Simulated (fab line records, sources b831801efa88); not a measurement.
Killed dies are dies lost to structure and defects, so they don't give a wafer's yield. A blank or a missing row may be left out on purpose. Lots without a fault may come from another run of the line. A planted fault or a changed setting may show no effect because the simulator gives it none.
A struck lot beside a sound one | flow sky130 | 16 steps out of a route of 708
Sound: wafers L941.2, L941.4, L941.5. Struck: wafers L937.1, L937.3, L937.4. The cause comes at the end.
At each step with rows: each side's tool, then ch and its chambers, then its first start. Under that, the readings that differ: sound wafers | struck wafers | difference of the means | sigmas: that difference in standard deviations of wafers without a fault.
alike: readings whose means differ by less than 2 such deviations, and words and numbers that are the same on both sides. not compared: withheld readings, readings that some wafer has no value for, bounds like >300 that may hide the same value, and numbers for which the record gives no deviation and whose values overlap.
The two part at a step that has a row with sigmas, a row that says differs or no value, or rows on one side only. Numbers that don't overlap but have no deviation are shown without sigmas and don't part them. A reading that every wafer of one side lacks parts them only if that side has two wafers or more.

SKY_GATE_OXIDE_TW_MEAS_14:
  sound on film_metro-04, day 18 17:46; struck on film_metro-04, day 17 00:45
  alike: GATE_OXIDE_TW
then, 3 steps without rows for these wafers: SKY_GATE_OXIDE_CLEAN_15 (cleans in SC1/SC2, time 150 s); SKY_GATE_OXIDE_OXIDATION_16 (stabilise 600 s, purge 300 s, target thk 3.57 nm); SKY_POLY_GATE_CVD_00 (deposits poly-Si, target thk 180 nm, time 720 s).
SKY_POLY_GATE_THK_MEAS_01:
  sound on film_metro-01, day 18 21:23; struck on film_metro-03, day 17 03:40
  alike: POLY_GATE_CVD_00_THK
then, 7 steps without rows for these wafers: SKY_RES_PROTECT_DEHYDRATE_00 (time 60 s); SKY_RES_PROTECT_HMDS_01 (prime time 60 s); SKY_RES_PROTECT_COAT_02 (resist thk 1140 nm); SKY_RES_PROTECT_SOFTBAKE_03 (time 60 s); SKY_RES_PROTECT_EXPOSE_04 (exposes mask RPM, target cd 1270 nm); SKY_RES_PROTECT_PEB_05; SKY_RES_PROTECT_DEVELOP_06 (develop time 60 s).
SKY_POLY_GATE_IMPLANT_02:
  sound on implanter-04 ch 0, day 20 04:19; struck on implanter-01 ch 0, day 18 09:01
  reading                          | sound                   | struck                     | difference | sigmas
  end_station_pressure_torr (Torr) | 1.13e-05 1.05e-05 1e-05 | 4.41e-05 4.15e-05 4.48e-05 | +3.29e-05  | +33
SKY_RES_PROTECT_STRIP_07: strips in O2/N2.
  sound on plasma_asher-04 ch 0,1, day 20 04:26; struck on plasma_asher-02 ch 0,1, day 18 09:10
  reading                      | sound             | struck            | difference | sigmas
  strip_time_to_endpoint_s (s) | 23.24 23.29 23.26 | 23.70 23.70 23.73 | +0.45      | +11
  alike: drypump_motor_current_A, oes_product_au
  not compared: rf_hours_counter_h
SKY_RES_PROTECT_TW_MEAS_08:
  sound on film_metro-04, day 20 04:33; struck on film_metro-03, day 18 09:16
  reading      | sound          | struck         | difference | sigmas
  POLY_GATE_TW | 3971 3958 3930 | 4092 4081 4065 | +126       | +4
-- the record jumps here: 30 days lie between the struck wafers' starts before and after (it left off in module RES_PROTECT and takes up again in module PAD_OPEN, whose first step shown is number 708 of the route) --
SKY_PAD_OPEN_PROBE_99:
  sound on prober-02, day 50 01:43; struck on prober-01, day 48 04:23
  reading                        | sound             | struck            | difference | sigmas
  model.etest.res_poly.rs_ohm_sq | 47.27 46.56 46.24 | 45.92 45.22 45.32 | -1.20      |
  alike: killed_at_M0_to_M3, killed_at_M4_up, killed_at_contacts, killed_at_front_end, killed_at_other, killed_dies, killed_open, killed_short
  not compared: model.etest.res_poly.line_ohm_um, model.etest.licon_poly.rc_ohm

WHERE THEY PART
First at SKY_POLY_GATE_IMPLANT_02; last, within this record, at SKY_RES_PROTECT_TW_MEAS_08. Later steps at which nothing parts them and some readings are alike: SKY_PAD_OPEN_PROBE_99.

WHY: what the simulator had put in
Process parameter drift: implanter-01, from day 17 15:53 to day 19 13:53, at SKY_POLY_GATE_IMPLANT_02. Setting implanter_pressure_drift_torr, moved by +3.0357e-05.
Process parameter drift: implanter-01, from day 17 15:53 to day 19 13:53, at SKY_POLY_GATE_IMPLANT_02. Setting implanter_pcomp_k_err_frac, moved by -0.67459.
